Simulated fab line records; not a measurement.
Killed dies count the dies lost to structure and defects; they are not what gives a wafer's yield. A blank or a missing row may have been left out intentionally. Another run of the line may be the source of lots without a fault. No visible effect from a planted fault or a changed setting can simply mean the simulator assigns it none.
Which tool did it? :: flow gf180mcu :: Sampling: 14 lots, 42 wafers, 4 of 602 route steps

== WHAT THE GAUGES READ, wafer by wafer ==
GF_V1_THK_MEAS_25: measures by xrf.
lot: L456
measured: day 18 13:48
on: film_metro-03
V1_W_THK (nm): 359 357 353

lot: L457
measured: day 18 11:16
on: film_metro-02
V1_W_THK (nm): 348 351 358

lot: L458
measured: day 18 22:50
on: film_metro-01
V1_W_THK (nm): 356 356 354

lot: L459
measured: day 19 14:32
on: film_metro-02
V1_W_THK (nm): 355 355 355

lot: L461
measured: day 19 22:50
on: film_metro-02
V1_W_THK (nm): 360 359 354

lot: L463
measured: day 20 21:13
on: film_metro-01
V1_W_THK (nm): 354 355 358

lot: L464
measured: day 21 04:39
on: film_metro-01
V1_W_THK (nm): 348 354 356

lot: L472
measured: day 24 03:05
on: film_metro-01
V1_W_THK (nm): 354 350 355

lot: L473
measured: day 24 04:08
on: film_metro-01
V1_W_THK (nm): 349 349 358

lot: L475
measured: day 25 01:52
on: film_metro-03
V1_W_THK (nm): 350 357 353

lot: L476
measured: day 25 05:04
on: film_metro-02
V1_W_THK (nm): 347 352 347

lot: L477
measured: day 25 15:04
on: film_metro-03
V1_W_THK (nm): 363 362 362

lot: L478
measured: day 25 22:23
on: film_metro-03
V1_W_THK (nm): 356 354 353

lot: L479
measured: day 26 04:00
on: film_metro-01
V1_W_THK (nm): 362 359 365

GF_M3_OVL_MEAS_15.
lot: L456
measured: day 21 17:46
on: overlay-02
M3_OVL (nm): 3 -4 -1

lot: L457
measured: day 21 14:28
on: overlay-01
M3_OVL (nm): -5 2 -5

lot: L458
measured: day 22 02:44
on: overlay-02
M3_OVL (nm): 1 -1 5

lot: L459
measured: day 22 17:41
on: overlay-01
M3_OVL (nm): -4 -9 -12

lot: L461
measured: day 23 02:20
on: overlay-02
M3_OVL (nm): 8 2 10

lot: L463
measured: day 23 22:26
on: overlay-02
M3_OVL (nm): -2 -9 -3

lot: L464
measured: day 24 05:17
on: overlay-01
M3_OVL (nm): -6 -5 -6

lot: L472
measured: day 26 21:05
on: overlay-01
M3_OVL (nm): 3 1 -1

lot: L473
measured: day 26 23:53
on: overlay-02
M3_OVL (nm): 0 -2 2

lot: L475
measured: day 27 20:05
on: overlay-01
M3_OVL (nm): 0 1 2

lot: L476
measured: day 27 21:53
on: overlay-01
M3_OVL (nm): 2 -3 -5

lot: L477
measured: day 28 07:45
on: overlay-02
M3_OVL (nm): -9 -11 -8

lot: L478
measured: day 28 13:54
on: overlay-02
M3_OVL (nm): 3 2 2

lot: L479
measured: day 28 23:20
on: overlay-02
M3_OVL (nm): -9 -8 -3

== TOOL THAT RAN EACH LOT (tool first, then ch and the chambers of the sampled wafers, then the start) ==
lot: L456
GF_DNWELL_IMPLANT_07: implanter-01 ch 0, day 2 18:20
GF_V2_SPUTTER_21: pvd_sputter-04, day 20 17:04

lot: L457
GF_DNWELL_IMPLANT_07: implanter-01 ch 0, day 2 22:38
GF_V2_SPUTTER_21: pvd_sputter-04, day 20 13:49

lot: L458
GF_DNWELL_IMPLANT_07: implanter-01 ch 0, day 3 04:53
GF_V2_SPUTTER_21: pvd_sputter-03, day 21 02:04

lot: L459
GF_DNWELL_IMPLANT_07: implanter-01 ch 0, day 3 10:19
GF_V2_SPUTTER_21: pvd_sputter-01, day 21 17:52

lot: L461
GF_DNWELL_IMPLANT_07: implanter-02 ch 0, day 3 19:52
GF_V2_SPUTTER_21: pvd_sputter-03, day 22 01:52

lot: L463
GF_DNWELL_IMPLANT_07: implanter-02 ch 0, day 4 07:35
GF_V2_SPUTTER_21: pvd_sputter-04, day 22 22:47

lot: L464
GF_DNWELL_IMPLANT_07: implanter-02 ch 0, day 4 12:43
GF_V2_SPUTTER_21: pvd_sputter-04, day 23 05:41

lot: L472
GF_DNWELL_IMPLANT_07: implanter-04 ch 0, day 6 07:06
GF_V2_SPUTTER_21: pvd_sputter-03, day 26 00:01

lot: L473
GF_DNWELL_IMPLANT_07: implanter-01 ch 0, day 6 12:20
GF_V2_SPUTTER_21: pvd_sputter-03, day 26 02:25

lot: L475
GF_DNWELL_IMPLANT_07: implanter-01 ch 0, day 6 23:28
GF_V2_SPUTTER_21: pvd_sputter-03, day 26 22:17

lot: L476
GF_DNWELL_IMPLANT_07: implanter-01 ch 0, day 7 04:14
GF_V2_SPUTTER_21: pvd_sputter-01, day 27 00:49

lot: L477
GF_DNWELL_IMPLANT_07: implanter-04 ch 0, day 7 10:25
GF_V2_SPUTTER_21: pvd_sputter-04, day 27 11:31

lot: L478
GF_DNWELL_IMPLANT_07: implanter-02 ch 0, day 7 15:17
GF_V2_SPUTTER_21: pvd_sputter-03, day 27 17:34

lot: L479
GF_DNWELL_IMPLANT_07: implanter-02 ch 0, day 7 21:24
GF_V2_SPUTTER_21: pvd_sputter-03, day 27 23:16
- GF_DNWELL_IMPLANT_07
- GF_V2_SPUTTER_21: material Ti, target thk 15 nm, time 80.02 s.

== WHAT THE TOOLS THEMSELVES READ (means of the sampled wafers that have a number; where no wafer has one, the mark that the record gives instead) ==
GF_DNWELL_IMPLANT_07.
lot: L456
tool: implanter-01
beam_energy_keV: 1499.6

lot: L457
tool: implanter-01
beam_energy_keV: 1500.4

lot: L458
tool: implanter-01
beam_energy_keV: 1500.1

lot: L459
tool: implanter-01
beam_energy_keV: 1499.9

lot: L461
tool: implanter-02
beam_energy_keV: 1499.6

lot: L463
tool: implanter-02
beam_energy_keV: 1745.2

lot: L464
tool: implanter-02
beam_energy_keV: 1744.4

lot: L472
tool: implanter-04
beam_energy_keV: 1499.9

lot: L473
tool: implanter-01
beam_energy_keV: 1500.7

lot: L475
tool: implanter-01
beam_energy_keV: 1500.6

lot: L476
tool: implanter-01
beam_energy_keV: 1500.4

lot: L477
tool: implanter-04
beam_energy_keV: 1500.1

lot: L478
tool: implanter-02
beam_energy_keV: 1500.1

lot: L479
tool: implanter-02
beam_energy_keV: 1500.3

GF_V2_SPUTTER_21.
lot: L456
tool: pvd_sputter-04
cathode_dc_power_W (W): 2499.7
throttle_valve_pct (%): 30.0

lot: L457
tool: pvd_sputter-04
cathode_dc_power_W (W): 2499.8
throttle_valve_pct (%): 30.8

lot: L458
tool: pvd_sputter-03
cathode_dc_power_W (W): 2499.9
throttle_valve_pct (%): 30.9

lot: L459
tool: pvd_sputter-01
cathode_dc_power_W (W): 2499.8
throttle_valve_pct (%): 29.7

lot: L461
tool: pvd_sputter-03
cathode_dc_power_W (W): 2500.0
throttle_valve_pct (%): 31.1

lot: L463
tool: pvd_sputter-04
cathode_dc_power_W (W): 2500.0
throttle_valve_pct (%): 29.4

lot: L464
tool: pvd_sputter-04
cathode_dc_power_W (W): 2499.5
throttle_valve_pct (%): 30.5

lot: L472
tool: pvd_sputter-03
cathode_dc_power_W (W): 2500.1
throttle_valve_pct (%): 31.0

lot: L473
tool: pvd_sputter-03
cathode_dc_power_W (W): 2500.0
throttle_valve_pct (%): 31.0

lot: L475
tool: pvd_sputter-03
cathode_dc_power_W (W): 2499.8
throttle_valve_pct (%): 31.5

lot: L476
tool: pvd_sputter-01
cathode_dc_power_W (W): 2500.1
throttle_valve_pct (%): 30.2

lot: L477
tool: pvd_sputter-04
cathode_dc_power_W (W): 2499.9
throttle_valve_pct (%): 30.1

lot: L478
tool: pvd_sputter-03
cathode_dc_power_W (W): 2499.3
throttle_valve_pct (%): 30.8

lot: L479
tool: pvd_sputter-03
cathode_dc_power_W (W): 2499.5
throttle_valve_pct (%): 31.4

== THE ANSWER, worked out from the rows above alone ==
Rule: usual is defined by the lots themselves. The widest of any qualifying gaps counts: lots, ordered by their means at a reading, are off when they make up no more than a third of the lots, leave a main group of 4 or more, and stand apart from it by 3 or more times the standard deviation of that group's means. Not used: any main group whose means are identical at the precision the tables above print for the reading. A lot without any number at a reading at which 4 lots or more have one is off too. Any other lot the step has rows for is counted as sound. The gauges are gone through in route order, then the tools' own readings, and for those a lot's mean is taken as printed above. At the first step where some lot is off, the reading lying furthest off is the one used; lots without a number count as furthest.
Off: L463, L464, at GF_DNWELL_IMPLANT_07 (beam_energy_keV). The main group has a mean of 1500.1 with a standard deviation of 0.34.
A tool fits if, at that step or a process step before it, it ran every lot that is off, and no sound lot after the first of them. None of those tried fits.

== WHAT WAS PUT IN BY THE SIMULATOR ==
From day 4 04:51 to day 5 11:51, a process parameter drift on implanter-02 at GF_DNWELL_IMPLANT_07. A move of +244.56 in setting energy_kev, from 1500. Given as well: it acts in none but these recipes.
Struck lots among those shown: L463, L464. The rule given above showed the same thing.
